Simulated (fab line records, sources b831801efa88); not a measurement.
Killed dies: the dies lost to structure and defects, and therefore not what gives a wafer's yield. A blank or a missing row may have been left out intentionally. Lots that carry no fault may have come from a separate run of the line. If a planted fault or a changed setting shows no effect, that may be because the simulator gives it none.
Which tool was responsible? || flow sky130 || 14 lots, 42 wafers sampled, at 4 steps of a route of 708

## WHAT THE GAUGES READ, wafer by wafer
SKY_PASSIVATION_THK_MEAS_01. Usual: PASSIVATION_CVD_00_THK 89.7 nm, standard deviation 1.2.
{"lot": "L560", "measured": "day 43 14:07", "on": "film metro-02", "PASSIVATION_CVD_00_THK (nm)": "89.8 89.8 90.1", "flag": ""}
{"lot": "L561", "measured": "day 43 20:53", "on": "film metro-03", "PASSIVATION_CVD_00_THK (nm)": "90.7 89.7 89.7", "flag": ""}
{"lot": "L562", "measured": "day 43 23:40", "on": "film metro-03", "PASSIVATION_CVD_00_THK (nm)": "87.4 89.7 88.9", "flag": ""}
{"lot": "L563", "measured": "day 44 11:04", "on": "film metro-04", "PASSIVATION_CVD_00_THK (nm)": "89.9 91.3 89.8", "flag": ""}
{"lot": "L564", "measured": "day 44 14:10", "on": "film metro-02", "PASSIVATION_CVD_00_THK (nm)": "89.6 89.9 90.2", "flag": ""}
{"lot": "L565", "measured": "day 45 02:21", "on": "film metro-04", "PASSIVATION_CVD_00_THK (nm)": "88.3 90.2 90.1", "flag": ""}
{"lot": "L567", "measured": "day 45 12:05", "on": "film metro-02", "PASSIVATION_CVD_00_THK (nm)": "88.2 89.0 90.0", "flag": ""}
{"lot": "L568", "measured": "day 45 16:56", "on": "film metro-02", "PASSIVATION_CVD_00_THK (nm)": "87.9 90.1 89.6", "flag": ""}
{"lot": "L569", "measured": "day 46 05:11", "on": "film metro-02", "PASSIVATION_CVD_00_THK (nm)": "89.3 90.9 90.6", "flag": ""}
{"lot": "L575", "measured": "day 47 14:01", "on": "film metro-04", "PASSIVATION_CVD_00_THK (nm)": "91.0 91.9 93.1", "flag": ""}
{"lot": "L578", "measured": "day 48 11:23", "on": "film metro-03", "PASSIVATION_CVD_00_THK (nm)": "91.2 91.5", "flag": ""}
{"lot": "L581", "measured": "day 49 17:22", "on": "film metro-04", "PASSIVATION_CVD_00_THK (nm)": "89.1 88.6 91.1", "flag": ""}
{"lot": "L582", "measured": "day 49 22:21", "on": "film metro-03", "PASSIVATION_CVD_00_THK (nm)": "87.6 88.9 89.2", "flag": ""}

## EACH LOT AND THE TOOL THAT RAN IT (in order: tool; ch and the chambers of the sampled wafers; start)
{"lot": "L560", "SKY_SONOS_TUNNEL_DEVELOP_06": "litho track-01 ch 0, day 11 09:10", "SKY_VIA4_CVD_18": "cvd w-01 ch 0,1, day 42 13:39", "SKY_VIA4_CMP_21": "cmp-02 ch 0,2,3, day 42 14:05"}
{"lot": "L561", "SKY_SONOS_TUNNEL_DEVELOP_06": "litho track-02 ch 0, day 11 10:26", "SKY_VIA4_CVD_18": "cvd w-01 ch 0,1, day 42 20:34", "SKY_VIA4_CMP_21": "cmp-01 ch 0,1,3, day 42 21:00"}
{"lot": "L562", "SKY_SONOS_TUNNEL_DEVELOP_06": "litho track-03 ch 0, day 11 20:02", "SKY_VIA4_CVD_18": "cvd w-01 ch 0, day 43 00:00", "SKY_VIA4_CMP_21": "cmp-02 ch 0,1,2, day 43 00:26"}
{"lot": "L563", "SKY_SONOS_TUNNEL_DEVELOP_06": "litho track-01 ch 0, day 11 21:13", "SKY_VIA4_CVD_18": "cvd w-02 ch 0,1, day 43 11:42", "SKY_VIA4_CMP_21": "cmp-01 ch 1,3, day 43 12:02"}
{"lot": "L564", "SKY_SONOS_TUNNEL_DEVELOP_06": "litho track-03 ch 0, day 12 02:33", "SKY_VIA4_CVD_18": "cvd w-01 ch 0,1, day 43 14:17", "SKY_VIA4_CMP_21": "cmp-01 ch 1,3, day 43 14:40"}
{"lot": "L565", "SKY_SONOS_TUNNEL_DEVELOP_06": "litho track-03 ch 0, day 12 20:29", "SKY_VIA4_CVD_18": "cvd w-02 ch 0,1, day 44 03:18", "SKY_VIA4_CMP_21": "cmp-01 ch 0,3, day 44 03:38"}
{"lot": "L567", "SKY_SONOS_TUNNEL_DEVELOP_06": "litho track-01 ch 0, day 13 03:58", "SKY_VIA4_CVD_18": "cvd w-01 ch 0,1, day 44 13:13", "SKY_VIA4_CMP_21": "cmp-01 ch 0,1, day 44 13:30"}
{"lot": "L568", "SKY_SONOS_TUNNEL_DEVELOP_06": "litho track-01 ch 0, day 13 12:49", "SKY_VIA4_CVD_18": "cvd w-02 ch 0,1, day 44 17:36", "SKY_VIA4_CMP_21": "cmp-02 ch 1,2, day 44 17:56"}
{"lot": "L569", "SKY_SONOS_TUNNEL_DEVELOP_06": "litho track-03 ch 0, day 13 22:33", "SKY_VIA4_CVD_18": "cvd w-02 ch 0,1, day 45 06:41", "SKY_VIA4_CMP_21": "cmp-02 ch 1,2,3, day 45 07:02"}
{"lot": "L575", "SKY_SONOS_TUNNEL_DEVELOP_06": "litho track-01 ch 0, day 15 19:40", "SKY_VIA4_CVD_18": "cvd w-01 ch 0,1, day 46 17:05", "SKY_VIA4_CMP_21": "cmp-02 ch 0,2,3, day 46 17:28"}
{"lot": "L577", "SKY_SONOS_TUNNEL_DEVELOP_06": "litho track-03 ch 0, day 16 18:17", "SKY_VIA4_CVD_18": "-", "SKY_VIA4_CMP_21": "-"}
{"lot": "L578", "SKY_SONOS_TUNNEL_DEVELOP_06": "litho track-03 ch 0, day 17 04:50", "SKY_VIA4_CVD_18": "cvd w-02 ch 0,1, day 47 14:35", "SKY_VIA4_CMP_21": "cmp-01 ch 1,2, day 47 15:01"}
{"lot": "L581", "SKY_SONOS_TUNNEL_DEVELOP_06": "litho track-01 ch 0, day 19 15:10", "SKY_VIA4_CVD_18": "cvd w-01 ch 0,1, day 48 22:58", "SKY_VIA4_CMP_21": "cmp-02 ch 0,1,2, day 48 23:23"}
{"lot": "L582", "SKY_SONOS_TUNNEL_DEVELOP_06": "litho track-03 ch 0, day 19 16:05", "SKY_VIA4_CVD_18": "cvd w-02 ch 0,1, day 49 03:52", "SKY_VIA4_CMP_21": "cmp-02 ch 0,1,3, day 49 04:15"}
- SKY_SONOS_TUNNEL_DEVELOP_06: develop time 60 s.
- SKY_VIA4_CVD_18: deposits W, target thk 505 nm, time 152.14 s.
- SKY_VIA4_CMP_21: polishes, stops on SiO2, t overpolish 25 s, target thk 0 nm.

## AS READ BY THE TOOLS THEMSELVES (means over the sampled wafers that have a number; for cases with no such wafer, the mark the record gives instead)
SKY_VIA4_CVD_18. Usual: heater power w 861 W, standard deviation 100.
{"lot": "L560", "tool": "cvd w-01", "heater power w (W)": 762, "flag": ""}
{"lot": "L561", "tool": "cvd w-01", "heater power w (W)": 797, "flag": ""}
{"lot": "L562", "tool": "cvd w-01", "heater power w (W)": 713, "flag": ""}
{"lot": "L563", "tool": "cvd w-02", "heater power w (W)": 946, "flag": ""}
{"lot": "L564", "tool": "cvd w-01", "heater power w (W)": 771, "flag": ""}
{"lot": "L565", "tool": "cvd w-02", "heater power w (W)": 901, "flag": ""}
{"lot": "L567", "tool": "cvd w-01", "heater power w (W)": 796, "flag": ""}
{"lot": "L568", "tool": "cvd w-02", "heater power w (W)": 896, "flag": ""}
{"lot": "L569", "tool": "cvd w-02", "heater power w (W)": 896, "flag": ""}
{"lot": "L575", "tool": "cvd w-01", "heater power w (W)": 767, "flag": ""}
{"lot": "L578", "tool": "cvd w-02", "heater power w (W)": 948, "flag": ""}
{"lot": "L581", "tool": "cvd w-01", "heater power w (W)": 763, "flag": ""}
{"lot": "L582", "tool": "cvd w-02", "heater power w (W)": 909, "flag": ""}

SKY_VIA4_CMP_21. Usual: motor current A 11.2 A, standard deviation 0.66; overpolish run s 25.000 s, standard deviation 0.0088; retaining ring pressure frac 1.000, standard deviation 0.0051; slurry flow ml min 150.0, standard deviation 0.47; time to endpoint s 123 s, standard deviation 6.
{"lot": "L560", "tool": "cmp-02", "motor current A (A)": 10.6, "overpolish run s (s)": 24.999, "retaining ring pressure frac": 1.005, "slurry flow ml min": 149.8, "time to endpoint s (s)": 119, "flag": ""}
{"lot": "L561", "tool": "cmp-01", "motor current A (A)": 11.5, "overpolish run s (s)": 24.997, "retaining ring pressure frac": 1.004, "slurry flow ml min": 150.5, "time to endpoint s (s)": 128, "flag": ""}
{"lot": "L562", "tool": "cmp-02", "motor current A (A)": 11.1, "overpolish run s (s)": 24.999, "retaining ring pressure frac": 1.001, "slurry flow ml min": 149.7, "time to endpoint s (s)": 116, "flag": ""}
{"lot": "L563", "tool": "cmp-01", "motor current A (A)": 10.9, "overpolish run s (s)": 24.996, "retaining ring pressure frac": 0.999, "slurry flow ml min": 150.2, "time to endpoint s (s)": 124, "flag": ""}
{"lot": "L564", "tool": "cmp-01", "motor current A (A)": 10.8, "overpolish run s (s)": 24.999, "retaining ring pressure frac": 0.999, "slurry flow ml min": 149.5, "time to endpoint s (s)": 126, "flag": ""}
{"lot": "L565", "tool": "cmp-01", "motor current A (A)": 11.0, "overpolish run s (s)": 25.003, "retaining ring pressure frac": 0.997, "slurry flow ml min": 150.1, "time to endpoint s (s)": 133, "flag": ""}
{"lot": "L567", "tool": "cmp-01", "motor current A (A)": 11.2, "overpolish run s (s)": 25.012, "retaining ring pressure frac": 1.000, "slurry flow ml min": 150.0, "time to endpoint s (s)": 123, "flag": ""}
{"lot": "L568", "tool": "cmp-02", "motor current A (A)": 11.2, "overpolish run s (s)": 24.992, "retaining ring pressure frac": 1.006, "slurry flow ml min": 149.1, "time to endpoint s (s)": 112, "flag": ""}
{"lot": "L569", "tool": "cmp-02", "motor current A (A)": 11.2, "overpolish run s (s)": 25.001, "retaining ring pressure frac": 1.001, "slurry flow ml min": 149.6, "time to endpoint s (s)": 115, "flag": ""}
{"lot": "L575", "tool": "cmp-02", "motor current A (A)": 11.0, "overpolish run s (s)": 24.989, "retaining ring pressure frac": 0.993, "slurry flow ml min": 150.2, "time to endpoint s (s)": 120, "flag": ""}
{"lot": "L578", "tool": "cmp-01", "motor current A (A)": 10.9, "overpolish run s (s)": 25.010, "retaining ring pressure frac": 0.999, "slurry flow ml min": 150.0, "time to endpoint s (s)": 128, "flag": ""}
{"lot": "L581", "tool": "cmp-02", "motor current A (A)": 11.3, "overpolish run s (s)": 25.008, "retaining ring pressure frac": 1.003, "slurry flow ml min": 150.0, "time to endpoint s (s)": 121, "flag": ""}
{"lot": "L582", "tool": "cmp-02", "motor current A (A)": 11.3, "overpolish run s (s)": 25.002, "retaining ring pressure frac": 0.997, "slurry flow ml min": 149.9, "time to endpoint s (s)": 120, "flag": ""}

## THE ANSWER, worked out from the rows above alone
Rule: take the mean of a lot's wafers that have a number; if it is more than 3 standard deviations from the usual mean, the lot is off. Also off: a lot with no number at a reading for which 4 or more lots have one. The other lots that the step has rows for count as sound. After the gauges, taken in route order, come the tools' own readings; for these a lot's mean is taken, as printed above. At the first step where some lot is off, the reading lying furthest off is the one used; lots without a number count as furthest.
No lot is off at any reading shown: from this, nothing can be told.

## WHAT HAD BEEN PUT IN BY THE SIMULATOR
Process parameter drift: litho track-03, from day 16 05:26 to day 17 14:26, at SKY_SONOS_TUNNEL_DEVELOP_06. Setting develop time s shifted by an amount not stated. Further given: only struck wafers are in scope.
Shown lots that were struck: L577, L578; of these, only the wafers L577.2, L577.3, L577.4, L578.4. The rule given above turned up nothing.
